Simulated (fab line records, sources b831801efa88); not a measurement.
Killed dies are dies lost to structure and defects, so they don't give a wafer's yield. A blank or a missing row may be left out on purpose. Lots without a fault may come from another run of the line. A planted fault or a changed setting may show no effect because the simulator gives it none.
One fault seen from 2 desks | flow sky130 | each desk has only its own numbers; what lay behind them comes last

THE METROLOGY DESK
What the gauges read, lot by lot, whatever tool the lot ran on: means of the sampled wafers that have a number. A lot is out of limits, marked OUT, if its mean lies more than 4 standard deviations from the usual mean; the brackets give that distance.
Columns: A = NWELL_RS at SKY_NWELL_RS_MEAS_29, usual 632.9 ohm/sq
lot  | first seen here | A
L513 | day 6 01:50     | 630.9
L516 | day 6 16:16     | 633.7
L517 | day 6 22:49     | 631.2
L525 | day 9 01:37     | 631.7
L527 | day 9 10:49     | 631.4
L528 | day 9 15:07     | 631.8
L529 | day 9 21:50     | 633.2
L530 | day 10 03:13    | 631.8
L531 | day 10 08:08    | 632.7
L532 | day 10 13:14    | 632.5
L533 | day 10 18:40    | 634.4
L534 | day 11 10:28    | 632.5
This desk's finding: nothing out of limits on any of the 12 lots.

THE TOOL OWNER'S DESK: implanter-01
The tool's own readings at SKY_LDD_N_IMPLANT_11: means of the sampled wafers that have a number, for each lot that ran on this tool. A lot is out of limits, marked OUT, if its mean lies more than 4 standard deviations from the usual mean; the brackets give that distance.
Columns: A = dose_ions_cm2 at SKY_LDD_N_IMPLANT_11, usual 7.501e+13; B = end_station_pressure_torr at SKY_LDD_N_IMPLANT_11, usual 5.4e-06 Torr; C = faraday_current_uA at SKY_LDD_N_IMPLANT_11, usual 424
lot  | first seen here | A                           | B       | C
L516 | day 19 17:43    | 8.439e+13 (+99 or more) OUT | 5.5e-06 | 482 (+6.5) OUT
L517 | day 20 00:38    | 8.437e+13 (+99 or more) OUT | 5.6e-06 | 471 (+5.3) OUT
L525 | day 23 04:01    | 7.490e+13                   | 5.1e-06 | 423
L527 | day 23 14:54    | 7.509e+13                   | 5.6e-06 | 426
L529 | day 25 18:13    | 7.498e+13                   | 5.7e-06 | 410
This desk's finding: out of limits on L516, L517; first on L516, day 19 17:43 (dose_ions_cm2 at SKY_LDD_N_IMPLANT_11). In limits: L525, L527, L529.

PUT TOGETHER
The tool owner's desk could have raised an alarm at day 19 17:43, on L516, L517.
The metrology desk saw nothing out of limits.
The metrology desk has L516, L517 on record, within its limits.
Of the lots named, all ran SKY_LDD_N_IMPLANT_11 on implanter-01.

WHAT THE SIMULATOR HAD PUT IN
Process parameter drift: implanter-01, from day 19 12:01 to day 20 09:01, at SKY_LDD_N_IMPLANT_11. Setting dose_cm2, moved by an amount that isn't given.
Lots struck among those shown: L516, L517.
Hours from the fault's start to each desk's first reading out of limits: the tool owner's desk, 6.
